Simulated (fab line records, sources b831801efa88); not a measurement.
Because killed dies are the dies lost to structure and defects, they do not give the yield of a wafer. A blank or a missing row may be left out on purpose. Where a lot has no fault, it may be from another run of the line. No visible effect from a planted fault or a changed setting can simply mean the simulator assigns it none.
fab line records + flow sky130
record:
- lots: 6
- wafers: 18
- last-day: 50
route steps=708 shown LDD_N@252 LDD_P@255 LDD_HVN@267 PAD_OPEN@708
lots that met no fault: taken from a fault-free run of the same line
start-h: hours from the record's first day to the start of the lot's first wafer shown + wait-h: hours since the lot's step before + " identical to the entry in the row above + L1.1+2: a row that stands for several wafers + - no value, or no start given + * or withheld: withheld + < > ~ a bound
route shown NAME@n: names a module that has steps shown in the file, with the first one's number in the route + usual: mean and standard deviation over wafers with no fault + same: alike in all rows + chamber/n: place in a boat + sites: the reading at each site + _std_site: how widely they spread, as a standard deviation + _edge_site: the outer-site mean with the inner-site mean subtracted + radius-mm: for every site, how far away it sits from the centre of the wafer + mask NAME#n: copy n + behind: tool/chamber where the wafer was last shaped + hold: the reason the lot was held/the length of the hold in hours/how it ended + device: the n, p or np transistor that did not switch + end of line: the route-end tests of the same wafers + a step with no rows: only its recipe + killed: count of dies lost to structure and defects at first sort (not the wafer's yield) + map: dies across one wafer; x = killed, . = not, _ = none there
set.NAME: the setting the step ran with; set.NAME@STEP: the setting that earlier step ran with + model.NAME: the simulator's own value behind a step, which no gauge read
lots at selected steps of the route; one table per step, one row per wafer
services: from which hour (start-h, from the record's first day; less than 0 if before it) a tool's chamber was out of use, for how many hours, and why
== steps ==
step: SKY_LDD_N_IMPLANT_15
recipe:
- species: BF2
- energy-kev: 50
- dose-cm2: 5e+12
- tilt-deg: 30
- rotation-deg: 270
step: SKY_LDD_N_STRIP_16
recipe:
- chemistry: O2/N2
- power-w: 1400
- pressure-mtorr: 1500
- platen-temp-c: withheld
- o2-flow-sccm: 3000
- n2-flow-sccm: 300
- overash-fraction: 0.5
usual:
- drypump-motor-current-A: 5.5/0.37
- oes-product-au: 0.406/0.0043
- strip-time-to-endpoint-s: 4.313/0.015
| lot.wafer | tool            | chamber | start-h | wait-h | drypump-motor-current-A | oes-product-au | rf-hours-counter-h | strip-time-to-endpoint-s |
|-----------|-----------------|---------|---------|--------|-------------------------|----------------|--------------------|--------------------------|
| L195.2    | plasma-asher-04 | 1       | 421.69  | 0.1    | 4.7                     | 0.406          | 30                 | 4.311                    |
| L195.5    | "               | 0       | "       | "      | 5.2                     | 0.399          | -                  | 4.295                    |
| L195.6    | "               | 1       | "       | "      | 4.7                     | 0.409          | -                  | 4.315                    |
| L200.2    | plasma-asher-04 | 1       | 493.39  | 0.1    | 4.7                     | 0.409          | 38                 | 4.322                    |
| L200.3    | "               | 1       | "       | "      | 4.7                     | 0.399          | -                  | 4.336                    |
| L200.5    | "               | 1       | "       | "      | 4.7                     | 0.401          | -                  | 4.328                    |
| L205.1    | plasma-asher-02 | 0       | 518.89  | 0.1    | 5.5                     | 0.406          | 8                  | 4.319                    |
| L205.2    | "               | 1       | "       | "      | 5.7                     | 0.405          | 8                  | 4.332                    |
| L205.5    | "               | 1       | "       | "      | 5.7                     | 0.407          | -                  | 4.297                    |
| L207.1    | plasma-asher-02 | 0       | 533.90  | 0.1    | 5.5                     | 0.405          | 10                 | 4.278                    |
| L207.2    | "               | 1       | "       | "      | 5.7                     | 0.408          | 10                 | 4.322                    |
| L207.3    | "               | 1       | "       | "      | 5.7                     | 0.411          | -                  | 4.308                    |
| L211.2    | plasma-asher-02 | 1       | 570.79  | 0.1    | 5.7                     | 0.408          | 13                 | 4.311                    |
| L211.5    | "               | 1       | "       | "      | 5.8                     | 0.406          | -                  | 4.317                    |
| L211.6    | "               | 0       | "       | "      | 5.4                     | 0.402          | -                  | 4.310                    |
| L214.2    | plasma-asher-04 | 0       | 588.59  | 0.1    | 5.2                     | 0.408          | 48                 | 4.313                    |
| L214.4    | "               | 1       | "       | "      | 4.7                     | 0.407          | -                  | 4.300                    |
| L214.6    | "               | 0       | "       | "      | 5.2                     | 0.413          | -                  | 4.326                    |
step: SKY_LDD_N_TW_MEAS_17
usual:
- LDD_N_TW: 2587/34
| lot.wafer | tool          | chamber | start-h | wait-h | LDD_N_TW |
|-----------|---------------|---------|---------|--------|----------|
| L195.2    | film-metro-03 | -       | 421.80  | 0.1    | 2623     |
| L195.5    | "             | -       | "       | "      | 2619     |
| L195.6    | "             | -       | "       | "      | 2615     |
| L200.2    | film-metro-01 | -       | 493.50  | 0.1    | 2568     |
| L200.3    | "             | -       | "       | "      | 2566     |
| L200.5    | "             | -       | "       | "      | 2578     |
| L205.1    | film-metro-03 | -       | 518.99  | 0.1    | 2629     |
| L205.2    | "             | -       | "       | "      | 2639     |
| L205.5    | "             | -       | "       | "      | 2639     |
| L207.1    | film-metro-01 | -       | 534.00  | 0.1    | 2562     |
| L207.2    | "             | -       | "       | "      | 2564     |
| L207.3    | "             | -       | "       | "      | 2563     |
| L211.2    | film-metro-04 | -       | 571.12  | 0.3    | 2557     |
| L211.5    | "             | -       | "       | "      | 2554     |
| L211.6    | "             | -       | "       | "      | 2542     |
| L214.2    | film-metro-03 | -       | 588.70  | 0.1    | 2621     |
| L214.4    | "             | -       | "       | "      | 2607     |
| L214.6    | "             | -       | "       | "      | 2621     |
step: SKY_LDD_P_DEHYDRATE_00
recipe:
- temp-c: 200
- time-s: 60
step: SKY_LDD_P_HMDS_01
recipe:
- prime-time-s: 60
- prime-temp-c: 120
step: SKY_LDD_P_COAT_02
recipe:
- resist: NOVOLAK
- spin-rpm: 3000
- resist-thk-nm: 1140
step: SKY_LDD_P_SOFTBAKE_03
recipe:
- temp-c: 90
- time-s: 60
- resist: NOVOLAK
step: SKY_LDD_P_EXPOSE_04
recipe:
- mask-id: PSDM
- na: 0.6
- source-shape: conventional
- sigma-outer: 0.6
- polarization: unpolarized
- target-cd-nm: 380
- dose-mj: 138
step: SKY_LDD_P_PEB_05
recipe:
- temp-c: withheld
- time-s: *
- resist: NOVOLAK
step: SKY_LDD_P_DEVELOP_06
recipe:
- resist: NOVOLAK
- developer: TMAH
- develop-time-s: 60
- dev-temp-c: 23
step: SKY_LDD_P_CD_MEAS_07
recipe:
- target-cd-nm: 380
usual:
- cd-nm: 380.5/2.5
| lot.wafer | tool      | chamber | start-h | wait-h | cd-nm |
|-----------|-----------|---------|---------|--------|-------|
| L195.2    | cd-sem-02 | -       | 452.52  | 0.1    | 383.9 |
| L195.5    | "         | -       | "       | "      | 382.1 |
| L195.6    | "         | -       | "       | "      | 381.7 |
| L200.2    | cd-sem-02 | -       | 524.13  | 0.1    | 378.4 |
| L200.3    | "         | -       | "       | "      | 376.1 |
| L200.5    | "         | -       | "       | "      | 375.2 |
| L205.1    | cd-sem-01 | -       | 548.36  | 0.1    | 382.0 |
| L205.2    | "         | -       | "       | "      | 382.2 |
| L205.5    | "         | -       | "       | "      | 380.9 |
| L207.1    | cd-sem-02 | -       | 564.16  | 0.1    | 378.8 |
| L207.2    | "         | -       | "       | "      | 377.0 |
| L207.3    | "         | -       | "       | "      | 378.6 |
| L211.2    | cd-sem-01 | -       | 600.27  | 0.1    | 381.2 |
| L211.5    | "         | -       | "       | "      | 382.2 |
| L211.6    | "         | -       | "       | "      | 381.6 |
| L214.2    | cd-sem-01 | -       | 617.68  | 0.1    | 380.6 |
| L214.4    | "         | -       | "       | "      | 382.5 |
| L214.6    | "         | -       | "       | "      | 382.7 |
step: SKY_LDD_P_OVL_MEAS_08
usual:
- LDD_P_OVL: 0.2/1.7
| lot.wafer | tool       | chamber | start-h | wait-h | LDD_P_OVL[nm] |
|-----------|------------|---------|---------|--------|---------------|
| L195.2    | overlay-02 | -       | 452.63  | 0.1    | 0.1           |
| L195.5    | "          | -       | "       | "      | 0.9           |
| L195.6    | "          | -       | "       | "      | 0.0           |
| L200.2    | overlay-01 | -       | 524.24  | 0.1    | -2.3          |
| L200.3    | "          | -       | "       | "      | -1.0          |
| L200.5    | "          | -       | "       | "      | -2.9          |
| L205.1    | overlay-01 | -       | 548.48  | 0.1    | 0.9           |
| L205.2    | "          | -       | "       | "      | -0.5          |
| L205.5    | "          | -       | "       | "      | 0.5           |
| L207.1    | overlay-01 | -       | 564.28  | 0.1    | 1.4           |
| L207.2    | "          | -       | "       | "      | 0.5           |
| L207.3    | "          | -       | "       | "      | -2.1          |
| L211.2    | overlay-02 | -       | 600.38  | 0.1    | 1.7           |
| L211.5    | "          | -       | "       | "      | 1.2           |
| L211.6    | "          | -       | "       | "      | 3.8           |
| L214.2    | overlay-01 | -       | 617.78  | 0.1    | -0.2          |
| L214.4    | "          | -       | "       | "      | -2.7          |
| L214.6    | "          | -       | "       | "      | -0.8          |
step: SKY_LDD_P_IMPLANT_09
recipe:
- species: BF2
- energy-kev: 25
- dose-cm2: 1e+13
- tilt-deg: withheld
usual:
- beam-on-s: 9.98/0.21
- faraday-current-uA: 56.5/1.2
| lot.wafer | tool         | chamber | start-h | wait-h | beam-on-s | faraday-current-uA |
|-----------|--------------|---------|---------|--------|-----------|--------------------|
| L195.2    | implanter-01 | 0       | 452.69  | 0.0    | 9.77      | 57.5               |
| L195.5    | "            | 0       | "       | "      | 10.22     | 55.2               |
| L195.6    | "            | 0       | "       | "      | 10.10     | 55.9               |
| L200.2    | implanter-02 | 0       | 524.29  | 0.0    | 9.81      | 57.4               |
| L200.3    | "            | 0       | "       | "      | 10.06     | 56.2               |
| L200.5    | "            | 0       | "       | "      | 9.95      | 56.9               |
| L205.1    | implanter-02 | 0       | 548.52  | 0.0    | 7.79      | 72.4               |
| L205.2    | "            | 0       | "       | "      | 7.88      | 71.9               |
| L205.5    | "            | 0       | "       | "      | 7.57      | 74.0               |
| L207.1    | implanter-02 | 0       | 564.32  | 0.0    | 7.77      | 72.7               |
| L207.2    | "            | 0       | "       | "      | 7.54      | 74.7               |
| L207.3    | "            | 0       | "       | "      | 7.55      | 74.4               |
| L211.2    | implanter-04 | 0       | 600.43  | 0.0    | 10.26     | 54.9               |
| L211.5    | "            | 0       | "       | "      | 9.84      | 57.1               |
| L211.6    | "            | 0       | "       | "      | 10.02     | 56.1               |
| L214.2    | implanter-01 | 0       | 617.84  | 0.0    | 10.20     | 55.4               |
| L214.4    | "            | 0       | "       | "      | 10.32     | 54.5               |
| L214.6    | "            | 0       | "       | "      | 9.88      | 57.3               |
step: SKY_LDD_P_STRIP_10
recipe:
- chemistry: O2/N2
- power-w: 1400
- pressure-mtorr: 1500
- platen-temp-c: withheld
- o2-flow-sccm: 3000
- n2-flow-sccm: 300
- overash-fraction: 0.5
usual:
- drypump-motor-current-A: 5.71/0.26
- oes-product-au: 0.716/0.0044
- strip-time-to-endpoint-s: 14.19/0.034
| lot.wafer | tool            | chamber | start-h | wait-h | drypump-motor-current-A | oes-product-au | rf-hours-counter-h | strip-time-to-endpoint-s |
|-----------|-----------------|---------|---------|--------|-------------------------|----------------|--------------------|--------------------------|
| L195.2    | plasma-asher-01 | 1       | 452.81  | 0.1    | 6.01                    | 0.719          | 73                 | 14.10                    |
| L195.5    | "               | 1       | "       | "      | 6.00                    | 0.714          | -                  | 14.16                    |
| L195.6    | "               | 0       | "       | "      | 5.44                    | 0.714          | -                  | 14.09                    |
| L200.2    | plasma-asher-01 | 0       | 524.42  | 0.1    | 5.43                    | 0.718          | 80                 | 14.16                    |
| L200.3    | "               | 1       | "       | "      | 6.00                    | 0.712          | -                  | 14.18                    |
| L200.5    | "               | 0       | "       | "      | 5.43                    | 0.708          | -                  | 14.19                    |
| L205.1    | plasma-asher-03 | 0       | 548.67  | 0.1    | 6.03                    | 0.720          | 72                 | 14.21                    |
| L205.2    | "               | 1       | "       | "      | 5.54                    | 0.714          | 72                 | 14.18                    |
| L205.5    | "               | 0       | "       | "      | 6.03                    | 0.721          | -                  | 14.20                    |
| L207.1    | plasma-asher-03 | 0       | 564.47  | 0.1    | 6.05                    | 0.721          | 74                 | 14.18                    |
| L207.2    | "               | 1       | "       | "      | 5.54                    | 0.720          | 74                 | 14.25                    |
| L207.3    | "               | 0       | "       | "      | 6.03                    | 0.719          | -                  | 14.21                    |
| L211.2    | plasma-asher-03 | 0       | 600.56  | 0.1    | 6.02                    | 0.712          | 77                 | 14.21                    |
| L211.5    | "               | 1       | "       | "      | 5.56                    | 0.717          | -                  | 14.22                    |
| L211.6    | "               | 0       | "       | "      | 6.04                    | 0.715          | -                  | 14.22                    |
| L214.2    | plasma-asher-01 | 1       | 617.96  | 0.1    | 5.99                    | 0.720          | 89                 | 14.20                    |
| L214.4    | "               | 1       | "       | "      | 6.01                    | 0.726          | -                  | 14.22                    |
| L214.6    | "               | 0       | "       | "      | 5.42                    | 0.718          | -                  | 14.21                    |
step: SKY_LDD_P_TW_MEAS_11
usual:
- LDD_P_TW: 635/6.3
| lot.wafer | tool          | chamber | start-h | wait-h | LDD_P_TW |
|-----------|---------------|---------|---------|--------|----------|
| L195.2    | film-metro-04 | -       | 452.92  | 0.1    | 629      |
| L195.5    | "             | -       | "       | "      | 631      |
| L195.6    | "             | -       | "       | "      | 632      |
| L200.2    | film-metro-01 | -       | 524.53  | 0.1    | 628      |
| L200.3    | "             | -       | "       | "      | 627      |
| L200.5    | "             | -       | "       | "      | 627      |
| L205.1    | film-metro-02 | -       | 548.77  | 0.1    | 590      |
| L205.2    | "             | -       | "       | "      | 587      |
| L205.5    | "             | -       | "       | "      | 589      |
| L207.1    | film-metro-02 | -       | 564.57  | 0.1    | 592      |
| L207.2    | "             | -       | "       | "      | 594      |
| L207.3    | "             | -       | "       | "      | 590      |
| L211.2    | film-metro-02 | -       | 600.67  | 0.1    | 641      |
| L211.5    | "             | -       | "       | "      | 643      |
| L211.6    | "             | -       | "       | "      | 643      |
| L214.2    | film-metro-02 | -       | 618.07  | 0.1    | 642      |
| L214.4    | "             | -       | "       | "      | 641      |
| L214.6    | "             | -       | "       | "      | 643      |
step: SKY_LDD_HVN_DEHYDRATE_00
recipe:
- temp-c: 200
- time-s: 60
step: SKY_PAD_OPEN_PROBE_99
usual:
- killed_at_M0_to_M3: 42/6.6
- killed_at_M4_up: 3.0/1.8
- killed-at-contacts: 25/5.1
- killed-at-front-end: 15/4.4
- killed-at-other: 0.3/0.56
- killed-dies: 86/8.6
- killed-open: 47/6.9
- killed-short: 38/6
same:
- gross-dies: 492
- killed-at-back-side: 0
| lot.wafer | tool      | chamber | start-h | wait-h | killed_at_M0_to_M3 | killed_at_M4_up | killed-at-contacts | killed-at-front-end | killed-at-other | killed-dies | killed-open | killed-short | model.etest.tip-p.rs-ohm-sq | model.etest.tip-p.rs-ohm-sq-range |
|-----------|-----------|---------|---------|--------|--------------------|-----------------|--------------------|---------------------|-----------------|-------------|-------------|--------------|-----------------------------|-----------------------------------|
| L195.2    | prober-02 | -       | 1087.41 | 0.1    | 40                 | 1               | 26                 | 14                  | 0               | 81          | 48          | 33           | 6850                        | 152.7                             |
| L195.5    | prober-02 | -       | 1087.56 | 0.2    | 48                 | 3               | 27                 | 5                   | 0               | 83          | 44          | 39           | 6979                        | 156.5                             |
| L195.6    | prober-02 | -       | 1087.61 | 0.2    | 53                 | 2               | 26                 | 15                  | 0               | 96          | 59          | 37           | 6983                        | 173.7                             |
| L200.2    | prober-01 | -       | 1131.98 | 0.1    | 37                 | 4               | 25                 | 16                  | 0               | 82          | 46          | 36           | 6706                        | 278.6                             |
| L200.3    | prober-01 | -       | 1132.03 | 0.2    | 39                 | 1               | 20                 | 15                  | 1               | 76          | 48          | 28           | 6716                        | 276                               |
| L200.5    | prober-01 | -       | 1132.13 | 0.2    | 41                 | 2               | 17                 | 15                  | 0               | 75          | 47          | 28           | 6712                        | 198.8                             |
| L205.1    | prober-02 | -       | 1152.63 | 0.1    | 36                 | 3               | 23                 | 11                  | 1               | 74          | 39          | 35           | 8546                        | 331.2                             |
| L205.2    | prober-02 | -       | 1152.68 | 0.1    | 55                 | 4               | 23                 | 15                  | 1               | 98          | 45          | 53           | 8543                        | 256.3                             |
| L205.5    | prober-02 | -       | 1152.83 | 0.2    | 41                 | 4               | 22                 | 20                  | 0               | 87          | 47          | 40           | 8512                        | 243.7                             |
| L207.1    | prober-02 | -       | 1161.88 | 0.1    | 46                 | 3               | 19                 | 27                  | 0               | 95          | 51          | 44           | 8542                        | 215.3                             |
| L207.2    | prober-02 | -       | 1161.93 | 0.1    | 32                 | 1               | 16                 | 23                  | 0               | 72          | 40          | 32           | 8576                        | 324.2                             |
| L207.3    | prober-02 | -       | 1161.98 | 0.2    | 45                 | 4               | 22                 | 24                  | 0               | 95          | 55          | 40           | 8541                        | 525.2                             |
| L211.2    | prober-02 | -       | 1181.92 | 0.1    | 36                 | 6               | 19                 | 23                  | 0               | 84          | 47          | 36           | 6824                        | 181.7                             |
| L211.5    | prober-02 | -       | 1182.07 | 0.2    | 35                 | 1               | 27                 | 13                  | 0               | 76          | 36          | 40           | 6839                        | 114.6                             |
| L211.6    | prober-02 | -       | 1182.12 | 0.2    | 48                 | 3               | 23                 | 12                  | 1               | 87          | 40          | 47           | 6755                        | 100.5                             |
| L214.2    | prober-01 | -       | 1194.68 | 0.1    | 39                 | 4               | 25                 | 13                  | 0               | 81          | 55          | 26           | 6756                        | 194.3                             |
| L214.4    | prober-01 | -       | 1194.78 | 0.2    | 44                 | 3               | 29                 | 12                  | 3               | 91          | 55          | 36           | 6737                        | 140.7                             |
| L214.6    | prober-01 | -       | 1194.88 | 0.2    | 42                 | 2               | 23                 | 19                  | 0               | 86          | 43          | 43           | 6721                        | 178.6                             |
killed by level:class
L195.2 LI_CONTACT:geometric-particle:open=9 VIA1:geometric-particle:open=9 CONTACT:geometric-particle:open=8 VIA3:geometric-particle:open=7 POLY_GATE:geometric-particle:short=5 FIELD_ISO:geometric-particle:open=4 METAL3:geometric-particle:short=4 LI_CONTACT:geometric-particle:short=3
L195.5 LI_CONTACT:geometric-particle:open=13 VIA1:geometric-particle:open=12 METAL2:geometric-particle:short=7 VIA3:geometric-particle:open=6 LI_CONTACT:geometric-particle:short=6 VIA1:geometric-particle:short=6 CONTACT:geometric-particle:open=5 METAL1:geometric-particle:short=5
L195.6 VIA1:geometric-particle:open=19 CONTACT:geometric-particle:open=10 LI_CONTACT:geometric-particle:open=9 FIELD_ISO:geometric-particle:short=6 VIA3:geometric-particle:open=6 VIA1:geometric-particle:short=6 METAL1:geometric-particle:short=5 VIA3:geometric-particle:short=4
L200.2 VIA1:geometric-particle:open=10 LI_CONTACT:geometric-particle:open=7 VIA3:geometric-particle:open=7 FIELD_ISO:geometric-particle:short=6 CONTACT:geometric-particle:open=6 FIELD_ISO:geometric-particle:open=5 METAL2:geometric-particle:short=5 CONTACT:geometric-particle:short=4
L200.3 VIA1:geometric-particle:open=12 CONTACT:geometric-particle:open=9 VIA2:geometric-particle:open=6 VIA3:geometric-particle:open=6 CONTACT:geometric-particle:short=5 METAL1:geometric-particle:short=5 VIA2:geometric-particle:short=4 FIELD_ISO:geometric-particle:open=3
L200.5 VIA1:geometric-particle:open=10 VIA3:geometric-particle:open=7 CONTACT:geometric-particle:open=7 LI_CONTACT:geometric-particle:open=5 METAL1:geometric-particle:short=5 METAL2:geometric-particle:short=5 FIELD_ISO:geometric-particle:short=4 FIELD_ISO:geometric-particle:open=4
L205.1 CONTACT:geometric-particle:open=11 CONTACT:geometric-particle:short=7 VIA1:geometric-particle:open=7 VIA2:geometric-particle:short=6 METAL3:geometric-particle:short=6 VIA3:geometric-particle:open=5 FIELD_ISO:geometric-particle:open=3 METAL1:geometric-particle:short=3
L205.2 METAL1:geometric-particle:short=13 VIA3:geometric-particle:open=9 LI_CONTACT:geometric-particle:open=7 CONTACT:geometric-particle:open=7 VIA1:geometric-particle:open=6 METAL2:geometric-particle:short=6 VIA2:geometric-particle:open=6 POLY_GATE:geometric-particle:short=5
L205.5 VIA2:geometric-particle:open=11 VIA1:geometric-particle:open=10 CONTACT:geometric-particle:open=9 POLY_GATE:geometric-particle:open=6 CONTACT:geometric-particle:short=6 POLY_GATE:geometric-particle:short=5 METAL2:geometric-particle:short=5 FIELD_ISO:geometric-particle:short=4
L207.1 VIA1:geometric-particle:open=10 VIA2:geometric-particle:open=9 CONTACT:geometric-particle:open=8 FIELD_ISO:geometric-particle:short=7 VIA3:geometric-particle:open=7 POLY_GATE:geometric-particle:short=6 FIELD_ISO:geometric-particle:open=5 LI_CONTACT:geometric-particle:open=4
L207.2 FIELD_ISO:geometric-particle:open=7 VIA1:geometric-particle:open=7 POLY_GATE:geometric-particle:open=6 FIELD_ISO:geometric-particle:short=4 LI_CONTACT:geometric-particle:open=4 METAL3:geometric-particle:short=4 CONTACT:geometric-particle:open=4 VIA1:geometric-particle:short=4
L207.3 VIA1:geometric-particle:open=17 CONTACT:geometric-particle:open=11 POLY_GATE:geometric-particle:short=8 LI_CONTACT:geometric-particle:open=8 FIELD_ISO:geometric-particle:short=6 METAL2:geometric-particle:short=6 VIA3:geometric-particle:short=5 FIELD_ISO:geometric-particle:open=4
L211.2 VIA1:geometric-particle:open=11 FIELD_ISO:geometric-particle:open=8 CONTACT:geometric-particle:open=7 POLY_GATE:geometric-particle:short=5 METAL1:geometric-particle:short=5 VIA2:geometric-particle:open=5 VIA3:geometric-particle:open=5 LI_CONTACT:geometric-particle:open=4
L211.5 CONTACT:geometric-particle:open=11 LI_CONTACT:geometric-particle:open=8 METAL1:geometric-particle:short=7 VIA1:geometric-particle:open=7 METAL2:geometric-particle:short=5 CONTACT:geometric-particle:short=5 VIA1:geometric-particle:short=5 FIELD_ISO:geometric-particle:short=4
L211.6 METAL2:geometric-particle:short=10 CONTACT:geometric-particle:open=9 METAL1:geometric-particle:short=8 VIA2:geometric-particle:open=7 VIA1:geometric-particle:open=7 LOCAL_INTERCONNECT:geometric-particle:short=5 VIA1:geometric-particle:short=5 METAL3:geometric-particle:short=5
L214.2 CONTACT:geometric-particle:open=15 VIA1:geometric-particle:open=9 METAL2:geometric-particle:short=9 VIA2:geometric-particle:open=8 LI_CONTACT:geometric-particle:open=5 FIELD_ISO:geometric-particle:short=4 FIELD_ISO:geometric-particle:open=4 VIA3:geometric-particle:open=4
L214.4 CONTACT:geometric-particle:open=11 VIA1:geometric-particle:open=11 VIA2:geometric-particle:open=9 LI_CONTACT:geometric-particle:open=8 POLY_GATE:geometric-particle:open=7 VIA3:geometric-particle:open=6 METAL1:geometric-particle:short=5 LOCAL_INTERCONNECT:geometric-particle:short=4
L214.6 CONTACT:geometric-particle:open=14 VIA2:geometric-particle:open=8 METAL1:geometric-particle:short=6 VIA1:geometric-particle:open=6 VIA1:geometric-particle:short=6 FIELD_ISO:geometric-particle:short=5 CONTACT:geometric-particle:short=5 POLY_GATE:geometric-particle:short=4
== services ==
| tool            | chamber | start-h | hours | kind       |
|-----------------|---------|---------|-------|------------|
| plasma-asher-04 | -       | 417.88  | 3.2   | repair     |
| plasma-asher-02 | -       | 421.25  | 9.0   | pm         |
| plasma-asher-02 | 0       | 421.25  | 9.0   | vent-cycle |
| plasma-asher-02 | 1       | 421.25  | 9.0   | vent-cycle |
| plasma-asher-02 | 0       | 430.25  | -     | clean      |
| plasma-asher-02 | 1       | 430.25  | -     | clean      |
| plasma-asher-02 | -       | 450.72  | 2.8   | pm         |
| implanter-04    | -       | 462.42  | 2.4   | repair     |
| implanter-01    | -       | 466.66  | 2.1   | repair     |
| implanter-01    | -       | 473.91  | 6.2   | pm         |
| implanter-01    | -       | 498.14  | 5.4   | repair     |
| implanter-01    | -       | 510.21  | 4.1   | repair     |
| implanter-04    | -       | 540.04  | 0.6   | repair     |
| implanter-04    | -       | 543.21  | 3.2   | pm         |
| plasma-asher-03 | -       | 585.14  | 5.2   | repair     |
| implanter-02    | -       | 588.16  | 3.8   | pm         |
== key ==
first-sign:
- step: SKY_LDD_P_IMPLANT_09
- reading: faraday-current-uA
- direction: up
- sigmas: 15
- usual: 56.5
- struck: 73.3
effect:
- step: SKY_LDD_P_IMPLANT_09
- reading: beam-on-s
- direction: down
- sigmas: 11
- usual: 9.98
- struck: 7.68
effect:
- step: SKY_LDD_P_TW_MEAS_11
- reading: LDD_P_TW
- direction: down
- sigmas: 7.1
- usual: 635
- struck: 590
model-effect:
- step: SKY_PAD_OPEN_PROBE_99
- value: etest.tip-p.rs-ohm-sq
- without: 6859
- struck: 8543
met-at SKY_LDD_P_IMPLANT_09
struck-wafers L205.1,L205.2,L205.5,L207.1,L207.2,L207.3
tester-left-out L205,L207
onset-between 524.29 548.52
fault:
- kind: process-parameter-drift
- tool: implanter-02
- chamber: -
- onset-h: 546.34
- steps: SKY_LDD_P_IMPLANT_09
- channel: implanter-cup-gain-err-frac
- offset: 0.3
- shape: step
- end-h: 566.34
tester-left-out: of these lots the tester's yield and bins aren't shown, on N5 and GAA mostly nor the transistor test; their killed dies are dies lost to structure and defects alone, not to doping, threshold or leakage, so they don't give the yield
